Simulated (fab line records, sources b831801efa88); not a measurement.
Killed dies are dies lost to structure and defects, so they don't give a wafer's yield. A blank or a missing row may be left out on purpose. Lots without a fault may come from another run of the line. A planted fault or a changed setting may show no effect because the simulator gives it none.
Problem report in the 8D (eight disciplines) form, filled by code | flow gf180mcu | the parts of the form that need people (team, actions taken, sign-off) are left out

1. THE PROBLEM
wafer_temp_C_max at GF_SALICIDE_RTA_08 reads a mean of 723.2 on 6 wafers of 2 lots; wafers without a fault read 803.3 with a standard deviation of 0.91. That is -88 standard deviations from the usual mean.
The step: time 30 s.
First seen on wafer L971.2, day 19 11:19, on rtp_anneal-01. The record holds 18 wafers of 6 lots with a number at this step. Rule for "out", or "out of limits": more than 4 standard deviations from the usual mean. The other wafers with a number count as sound.

2. WHAT IT IS AND WHAT IT IS NOT
question                    | is                     | is not
which readings at this step | wafer_temp_C_max       | -
which lots                  | L971, L972             | L966, L978, L981, L982
which wafers of those lots  | all that have a number | -
read on which tools         | rtp_anneal-01          | rtp_anneal-02
when                        | from day 19 11:19      | up to then (3 sound wafers); but 9 sound wafers of L978, L981, L982 came after

3. SUSPECTS, AND WHAT RULES EACH OUT
Counting: a tool at a process step up to the reading stays a suspect if it ran every lot that is out and no sound lot after the first of them.
- plasma_asher-01 at GF_SAB_STRIP_13 (strips in O2/N2): ruled out as a lasting fault. Sound lots L978, L981 ran on it after its first lot that is out, L971 (day 19 10:41).
- rtp_anneal-01 at GF_SALICIDE_RTA_08 (time 30 s): ruled out as a lasting fault. Sound lots L982 ran on it after its first lot that is out, L971 (day 19 11:19).
Left after counting: nothing in the record.

4. THE CAUSE (what the simulator had put in)
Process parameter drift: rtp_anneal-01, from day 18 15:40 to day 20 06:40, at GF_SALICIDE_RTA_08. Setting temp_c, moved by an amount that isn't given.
Counting ruled it out, wrongly.

5. THE CHAIN OF EFFECTS, in route order
Each row: a reading whose mean over the struck wafers that have a number lies more than 3 standard deviations from the usual. Only readings for which the record gives a usual standard deviation are gone through. hours: the time from each lot's start at the first step in this table that gives one to its start at this step, as a median over the lots. sigmas: the change in usual standard deviations.
hours | step               | reading          | usual  | on struck wafers | change | sigmas
0     | GF_SALICIDE_RTA_08 | lamp_power_pct   | 16.6 % | 11.9             | -4.7   | -3.6
0     | GF_SALICIDE_RTA_08 | wafer_temp_C_max | 803.3  | 723.2            | -80.1  | -88
The process steps in it:
- GF_SALICIDE_RTA_08: time 30 s.

6. WHAT WOULD HAVE CAUGHT IT SOONER
In this record the first reading out of limits was taken at day 19 11:19, 20 hours after the fault began at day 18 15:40.
